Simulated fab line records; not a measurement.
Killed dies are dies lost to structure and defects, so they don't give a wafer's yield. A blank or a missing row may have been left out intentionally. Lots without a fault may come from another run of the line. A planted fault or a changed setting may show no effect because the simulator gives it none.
Which tool was responsible?    flow gf180mcu    24 lots with 72 wafers sampled at 6 steps, on a route of 602 steps

== WHAT THE GAUGES READ, wafer by wafer ==
GF_V3_THK_MEAS_03.
lot   measured      on            V3_CVD_02_THK (nm)
L074  day 21 14:50  filmMetro-02  839 844 838
L075  day 21 17:53  filmMetro-01  848 857 861
L076  day 22 04:22  filmMetro-03  854 866 870
L077  day 22 11:32  filmMetro-03  847 855 856
L078  day 22 19:07  filmMetro-02  838 851 856
L079  day 23 05:11  filmMetro-02  845 840 849
L080  day 23 14:53  filmMetro-03  842 849 848
L081  day 24 03:06  filmMetro-03  845 837 850
L082  day 24 10:44  filmMetro-01  841 837 856
L083  day 24 19:24  filmMetro-02  836 831 843
L084  day 25 04:08  filmMetro-03  835 836 863
L085  day 25 06:56  filmMetro-02  868 862 864
L086  day 25 23:04  filmMetro-02  859 866 866
L087  day 26 00:02  filmMetro-01  836 843 843
L088  day 26 23:18  filmMetro-01  843 848 861
L090  day 27 07:19  filmMetro-01  837 855 869
L089  day 27 09:02  filmMetro-02  828 840 843
L091  day 27 09:29  filmMetro-03  828 849 838
L092  day 27 12:32  filmMetro-01  852 860 854
L093  day 27 18:35  filmMetro-01  832 855 850
L094  day 28 10:22  filmMetro-03  842 848 863
L095  day 28 16:58  filmMetro-03  831 830 848
L096  day 29 00:05  filmMetro-01  849 834 857
L097  day 29 08:42  filmMetro-01  857 841 868

GF_MIM_THK_MEAS_11: measures by xrf.
lot   measured      on            MIM_ALCU_THK (nm)
L074  day 24 17:37  filmMetro-03  196.8 197.7 198.1
L075  day 24 20:45  filmMetro-03  198.5 199.1 198.8
L076  day 25 05:31  filmMetro-04  198.2 197.5 195.9
L077  day 25 10:28  filmMetro-03  197.0 196.4 195.6
L078  day 25 22:12  filmMetro-04  199.2 196.9 197.7
L079  day 26 05:32  filmMetro-01  203.2 199.4 203.8
L080  day 26 14:18  filmMetro-03  201.1 198.9 199.6
L081  day 27 00:45  filmMetro-03  195.7 195.5 193.6
L082  day 27 06:31  filmMetro-04  197.4 199.2 197.5
L083  day 27 15:04  filmMetro-04  199.1 194.6 199.0
L084  day 27 23:44  filmMetro-04  201.3 201.5 200.2
L085  day 28 03:23  filmMetro-01  196.7 199.1 199.0
L086  day 28 16:47  filmMetro-01  194.9 196.2 196.8
L087  day 28 17:09  filmMetro-04  199.6 197.3 197.0
L088  day 29 16:20  filmMetro-01  196.1 197.1 195.9
L090  day 29 22:29  filmMetro-01  200.4 200.2 200.6
L089  day 30 00:16  filmMetro-01  199.6 198.8 201.0
L091  day 30 01:45  filmMetro-04  200.0 200.1 199.4
L092  day 30 03:53  filmMetro-03  199.3 198.0 199.4
L093  day 30 08:37  filmMetro-04  196.7 197.1 198.9
L094  day 31 00:15  filmMetro-03  198.5 198.2 196.7
L095  day 31 06:26  filmMetro-04  195.2 194.2 196.4
L096  day 31 12:41  filmMetro-01  198.7 196.3 196.2
L097  day 31 20:56  filmMetro-04  199.4 199.2 198.0

GF_M5_OVL_MEAS_08.
lot   measured      on          M5_OVL (nm)
L074  day 26 13:02  overlay-02  9 6 6
L075  day 26 15:02  overlay-02  6 -3 5
L076  day 26 23:10  overlay-01  10 4 -3
L077  day 27 04:44  overlay-01  -2 -9 4
L078  day 27 15:43  overlay-01  9 1 7
L079  day 27 22:33  overlay-01  -4 0 -1
L080  day 28 06:16  overlay-01  4 0 7
L081  day 28 16:10  overlay-01  1 -1 4
L082  day 28 21:07  overlay-02  2 8 6
L083  day 29 05:29  overlay-01  -4 18 3
L084  day 29 14:13  overlay-01  11 10 8
L085  day 29 17:14  overlay-01  6 4 4
L086  day 30 07:01  overlay-02  5 -1 7
L087  day 30 07:50  overlay-01  -2 3 6
L088  day 31 05:31  overlay-01  -4 -8 -1
L090  day 31 10:30  overlay-01  -6 -6 -12
L089  day 31 12:38  overlay-01  -7 -2 -5
L091  day 31 13:38  overlay-01  -10 -4 -1
L092  day 31 15:29  overlay-01  -4 -1 2
L093  day 31 19:54  overlay-01  11 2 -1
L094  day 32 11:10  overlay-02  1 2 -4
L095  day 32 16:40  overlay-01  -3 -3 -7
L096  day 32 22:23  overlay-01  3 -3 0
L097  day 33 05:36  overlay-02  10 2 5

GF_PASSIVATION_BOW_MEAS_14.
lot   measured      on            PASSIVATION_BOW (um)
L074  day 29 06:00  filmMetro-04  125 136 131
L075  day 29 08:17  filmMetro-01  144 137 140
L076  day 29 16:37  filmMetro-01  131 127 143
L077  day 29 19:56  filmMetro-04  127 139 134
L078  day 30 07:07  filmMetro-01  154 140 143
L079  day 30 12:47  filmMetro-04  134 136 133
L080  day 30 21:01  filmMetro-01  142 123 130
L081  day 31 06:37  filmMetro-04  131 128 129
L082  day 31 11:07  filmMetro-02  128 131 119
L083  day 31 18:12  filmMetro-04  141 132 134
L084  day 32 01:04  filmMetro-01  152 148 152
L085  day 32 05:07  filmMetro-01  138 145 136
L086  day 32 17:37  filmMetro-01  149 155 153
L087  day 32 18:07  filmMetro-04  142 142 146
L088  day 33 13:01  filmMetro-01  143 133 144
L090  day 33 18:22  filmMetro-01  144 146 133
L089  day 33 20:36  filmMetro-04  143 150 149
L091  day 33 21:11  filmMetro-02  125 123 134
L092  day 33 22:35  filmMetro-04  153 160 143
L093  day 34 03:14  filmMetro-04  127 123 129
L094  day 34 15:49  filmMetro-04  139 138 142
L095  day 34 21:19  filmMetro-04  157 148 160
L096  day 35 02:41  filmMetro-02  139 149 142
L097  day 35 09:37  filmMetro-02  141 126 146

== WHAT TOOL EACH LOT RAN ON (gives the tool, then ch and the chambers of the sampled wafers, and finally the start) ==
lot   GF_V1_ETCH_16                      GF_V1_CMP_26
L074  rieDiel-03 ch 0,3, day 18 07:21    cmp-02 ch 0,2,3, day 18 08:31
L075  rieDiel-02 ch 1,2, day 18 10:30    cmp-01 ch 0,1,3, day 18 11:40
L076  rieDiel-03 ch 2,3, day 18 21:16    cmp-02 ch 1,2, day 18 22:22
L077  rieDiel-01 ch 0,1, day 19 05:15    cmp-02 ch 0,1,2, day 19 06:19
L078  rieDiel-03 ch 0,3, day 19 13:19    cmp-01 ch 0,1,3, day 19 14:27
L079  rieDiel-03 ch 0,3, day 19 23:40    cmp-01 ch 0,2, day 20 00:47
L080  rieDiel-01 ch 0,1,2, day 20 09:52  cmp-02 ch 1,2,3, day 20 10:56
L081  rieDiel-01 ch 2,3, day 20 22:45    cmp-01 ch 0,1,3, day 20 23:49
L082  rieDiel-03 ch 2,3, day 21 06:40    cmp-01 ch 1,2,3, day 21 07:53
L083  rieDiel-01 ch 0,1,3, day 21 15:55  cmp-01 ch 0,1,2, day 21 17:05
L084  rieDiel-01 ch 0,1,3, day 22 01:40  cmp-01 ch 0,1,3, day 22 02:46
L085  rieDiel-03 ch 1,2, day 22 05:46    cmp-01 ch 1,2,3, day 22 06:55
L086  rieDiel-02 ch 0,3, day 22 19:33    cmp-01 ch 0,1,3, day 22 20:43
L087  rieDiel-03 ch 2,3, day 22 21:24    cmp-02 ch 1,3, day 22 22:28
L088  rieDiel-03 ch 0,1,3, day 24 00:18  cmp-01 ch 1,2,3, day 24 01:34
L090  rieDiel-01 ch 0,3, day 24 10:57    cmp-01 ch 1,2,3, day 24 12:07
L089  rieDiel-02 ch 0,1,2, day 24 11:40  cmp-01 ch 1,2,3, day 24 12:48
L091  rieDiel-02 ch 2,3, day 24 13:27    cmp-01 ch 1,2,3, day 24 14:37
L092  rieDiel-02 ch 0,3, day 24 16:22    cmp-02 ch 0,2,3, day 24 17:34
L093  rieDiel-01 ch 0,2,3, day 24 20:27  cmp-02 ch 2,3, day 24 23:57
L094  rieDiel-03 ch 0,2,3, day 25 16:15  cmp-02 ch 0,2, day 25 17:19
L095  rieDiel-01 ch 0,2,3, day 25 22:13  cmp-01 ch 0,2,3, day 25 23:29
L096  rieDiel-02 ch 0,2,3, day 26 07:12  cmp-01 ch 2,3, day 26 08:16
L097  rieDiel-02 ch 1,2,3, day 26 15:30  cmp-02 ch 1,2, day 26 16:34
- GF_V1_ETCH_16: etches BARC in N2/H2.
- GF_V1_CMP_26: polishes, stops on SiO2, t overpolish 15 s, target thk 0 nm.

== AS READ BY THE TOOLS THEMSELVES (means over the sampled wafers that have a number; for cases with no such wafer, the mark the record gives instead) ==
GF_V1_ETCH_16.
lot   tool        drypumpMotorCurrentA (A)  oesProductAu (a.u.)  throttleValvePct (%)
L074  rieDiel-03  5.5                       0.851                13.218
L075  rieDiel-02  5.5                       0.854                13.220
L076  rieDiel-03  5.5                       0.854                13.227
L077  rieDiel-01  5.3                       0.856                13.221
L078  rieDiel-03  5.5                       0.857                13.233
L079  rieDiel-03  5.3                       0.854                13.225
L080  rieDiel-01  5.7                       0.856                13.219
L081  rieDiel-01  6.4                       0.853                13.219
L082  rieDiel-03  6.0                       0.851                13.228
L083  rieDiel-01  5.7                       0.856                13.219
L084  rieDiel-01  5.7                       0.854                13.226
L085  rieDiel-03  6.2                       0.851                13.218
L086  rieDiel-02  5.5                       0.854                13.221
L087  rieDiel-03  6.0                       0.855                13.220
L088  rieDiel-03  5.5                       0.849                13.230
L090  rieDiel-01  6.0                       0.852                13.220
L089  rieDiel-02  5.6                       0.853                13.222
L091  rieDiel-02  5.0                       0.853                13.227
L092  rieDiel-02  5.5                       0.851                13.219
L093  rieDiel-01  6.0                       0.857                13.227
L094  rieDiel-03  5.7                       0.858                13.221
L095  rieDiel-01  6.0                       0.855                13.221
L096  rieDiel-02  5.3                       0.854                13.224
L097  rieDiel-02  5.2                       0.854                13.228

GF_V1_CMP_26.
lot   tool    motorCurrentA (A)  overpolishRunS (s)  timeToEndpointS (s)
L074  cmp-02  10.5               15.004              84
L075  cmp-01  11.9               15.005              87
L076  cmp-02  10.3               15.004              86
L077  cmp-02  10.3               14.988              82
L078  cmp-01  11.7               15.007              85
L079  cmp-01  11.4               15.002              86
L080  cmp-02  10.8               15.009              85
L081  cmp-01  11.5               15.004              84
L082  cmp-01  10.7               15.001              88
L083  cmp-01  10.7               15.007              90
L084  cmp-01  11.6               14.990              89
L085  cmp-01  10.5               15.002              88
L086  cmp-01  11.8               15.004              83
L087  cmp-02  11.6               14.998              81
L088  cmp-01  10.9               14.998              91
L090  cmp-01  11.1               14.989              86
L089  cmp-01  10.7               15.000              89
L091  cmp-01  10.4               14.993              90
L092  cmp-02  10.9               15.001              86
L093  cmp-02  11.0               15.007              85
L094  cmp-02  10.6               15.007              82
L095  cmp-01  11.5               15.004              85
L096  cmp-01  10.8               14.998              85
L097  cmp-02  11.2               14.989              85

== THE ANSWER, worked out from the rows above alone ==
Rule: the usual values come from the lots themselves. Put in order of their means at a reading, lots are off if they are a third of the lots or fewer, leave a main group of 4 or more, and stand apart from it by a gap of 3 or more times the standard deviation of the main group's means; of several such gaps the widest counts. A main group whose means are all the same, to the digits that the tables above print for the reading, isn't used. A lot without any number at a reading at which 4 lots or more have one is off too. Where the step has rows for the other lots, those lots are counted as sound. Order of review: gauges by route order, followed by the tools' own readings, for which a lot's mean as printed above is used. At the first step where some lot is off, the reading lying furthest off is the one used; lots without a number count as furthest.
Nothing can be told from this: no lot is off at any reading shown.

== WHAT THE SIMULATOR HAD PUT IN ==
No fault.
